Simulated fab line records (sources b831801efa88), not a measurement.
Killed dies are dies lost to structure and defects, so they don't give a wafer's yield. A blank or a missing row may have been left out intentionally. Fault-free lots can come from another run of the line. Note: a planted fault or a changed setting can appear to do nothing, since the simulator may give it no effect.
A single fault, viewed from 2 desks :: flow gf180mcu :: each desk has only its own numbers; what lay behind them comes last

== THE TOOL OWNER'S DESK: pvdSputter-03 ==
The tool's own readings at GF_M1_SPUTTER_02 (material AlCu, target thk 450 nm, time 23.9 s): means of the sampled wafers that have a number, for each lot that ran on this tool. The brackets show how far a lot's mean lies from the usual mean; more than 4 standard deviations puts the lot out of limits, marked OUT.
Columns: A = chamberPressurePa at GF_M1_SPUTTER_02, usual 0.4001 Pa; B = throttleValvePct at GF_M1_SPUTTER_02, usual 30.3 %
lot: L203
first seen here: day 17 08:04
A: 0.4003
B: 30.1

lot: L204
first seen here: day 17 22:07
A: 0.4001
B: 30.1

lot: L206
first seen here: day 18 05:40
A: 0.3999
B: 30.8

lot: L210
first seen here: day 19 17:38
A: 0.3999
B: 30.3

lot: L211
first seen here: day 20 06:40
A: 0.4007
B: 30.8

lot: L213
first seen here: day 20 23:05
A: 0.4215 (+25) OUT
B: 30.4

lot: L214
first seen here: day 21 11:32
A: 0.4210 (+24) OUT
B: 29.0

lot: L215
first seen here: day 21 19:49
A: 0.4195 (+22) OUT
B: 29.8
This desk's finding: out of limits on L213, L214, L215; first on L213, day 20 23:05 (chamberPressurePa at GF_M1_SPUTTER_02). L203, L204, L206, L210, L211 stayed within limits.

== AT THE METROLOGY DESK ==
Lot by lot, what the gauges showed, no matter which tool ran the lot: averages of those sampled wafers that carry a number. The brackets show how far a lot's mean lies from the usual mean; more than 4 standard deviations puts the lot out of limits, marked OUT.
Columns: A = cdNm at GF_CONTACT_CD_MEAS_14, usual 220.0 nm; B = CONTACT_W_RS at GF_CONTACT_RS_MEAS_25, usual 0.381 ohm/sq
lot: L203
first seen here: day 17 06:38
A: 218.9
B: 0.380

lot: L204
first seen here: day 17 20:28
A: 221.9
B: 0.378

lot: L206
first seen here: day 18 04:14
A: 220.1
B: 0.385

lot: L207
first seen here: day 19 00:34
A: 219.7
B: 0.378

lot: L210
first seen here: day 19 16:15
A: 222.2
B: 0.378

lot: L211
first seen here: day 20 05:14
A: 218.2
B: 0.379

lot: L213
first seen here: day 20 21:41
A: 220.3
B: 0.378

lot: L214
first seen here: day 21 10:09
A: 219.9
B: 0.387

lot: L215
first seen here: day 21 18:23
A: 217.7
B: 0.380

lot: L222
first seen here: day 24 00:58
A: 220.5
B: 0.384

lot: L221
first seen here: day 24 02:20
A: 220.6
B: 0.385

lot: L223
first seen here: day 24 11:15
A: 219.5
B: 0.383

lot: L224
first seen here: day 24 20:47
A: 219.7
B: 0.383
This desk found nothing out of limits on any of the 13 lots.

== PUT TOGETHER ==
At day 20 23:05, on L213, L214, L215, the tool owner's desk was in a position to raise an alarm.
Nothing out of limits was seen by the metrology desk.
The metrology desk has L213, L214, L215 on record, within its limits.
GF_M1_SPUTTER_02 was run on pvdSputter-03 by each of the lots named.

== WHAT THE SIMULATOR HAD PUT IN ==
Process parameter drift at GF_M1_SPUTTER_02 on pvdSputter-03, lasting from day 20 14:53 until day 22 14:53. The setting chamberPressurePa was moved by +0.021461, starting from 0.4. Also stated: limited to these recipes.
Shown lots that were struck: L213, L214, L215.
How many hours passed from the start of the fault until each desk's first out-of-limits reading: the tool owner's desk, 8.
